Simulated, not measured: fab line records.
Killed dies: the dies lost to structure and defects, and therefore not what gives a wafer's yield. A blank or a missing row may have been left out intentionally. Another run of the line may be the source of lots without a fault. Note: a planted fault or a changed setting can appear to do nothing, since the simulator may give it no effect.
A single fault, viewed from 2 desks || flow sky130 || each desk holds nothing but its own numbers, with what lay behind them at the end

FROM THE METROLOGY DESK
Lot by lot, what the gauges showed, no matter which tool ran the lot: averages of those sampled wafers that carry a number. Marked OUT: a lot whose mean sits more than 4 standard deviations from the usual mean, which makes it out of limits; the brackets give that distance.
Columns: A = VIA1_W_RS at SKY_VIA1_RS_MEAS_22, usual 0.421 ohm/sq; B = VIA1_W_THK at SKY_VIA1_THK_MEAS_23, usual 270 nm
{"lot": "L197", "first seen here": "day 36 19:11", "A": 0.430, "B": 262}
{"lot": "L198", "first seen here": "day 37 03:28", "A": 0.420, "B": 271}
{"lot": "L205", "first seen here": "day 38 21:22", "A": 0.425, "B": 270}
{"lot": "L202", "first seen here": "day 39 03:08", "A": 0.426, "B": 264}
{"lot": "L206", "first seen here": "day 39 05:18", "A": 0.421, "B": 272}
{"lot": "L208", "first seen here": "day 39 20:26", "A": 0.415, "B": 275}
{"lot": "L211", "first seen here": "day 40 16:34", "A": 0.417, "B": 270}
Finding of this desk: none of the 7 lots has anything out of limits.

TOOL OWNER'S DESK, pvdSputter-02
The tool's own readings at SKY_METAL2_SPUTTER_03 (material Ti, target thk 5 nm, time 3.3 s): means of the sampled wafers that have a number, for each lot that ran on this tool. Marked OUT: a lot whose mean sits more than 4 standard deviations from the usual mean, which makes it out of limits; the brackets give that distance.
Columns: A = cathodeDcPowerW at SKY_METAL2_SPUTTER_03, usual 3000.0 W; B = chamberPressurePa at SKY_METAL2_SPUTTER_03, usual 0.4000 Pa; C = throttleValvePct at SKY_METAL2_SPUTTER_03, usual 30.0 %
{"lot": "L198", "first seen here": "day 37 04:01", "A": 3000.6, "B": 0.3997, "C": 29.5}
This desk's finding: nothing out of limits on the one lot.

ALL TOGETHER
At the metrology desk, nothing out of limits was observed.
The tool owner's desk saw nothing out of limits.

WHAT THE SIMULATOR HAD INSERTED
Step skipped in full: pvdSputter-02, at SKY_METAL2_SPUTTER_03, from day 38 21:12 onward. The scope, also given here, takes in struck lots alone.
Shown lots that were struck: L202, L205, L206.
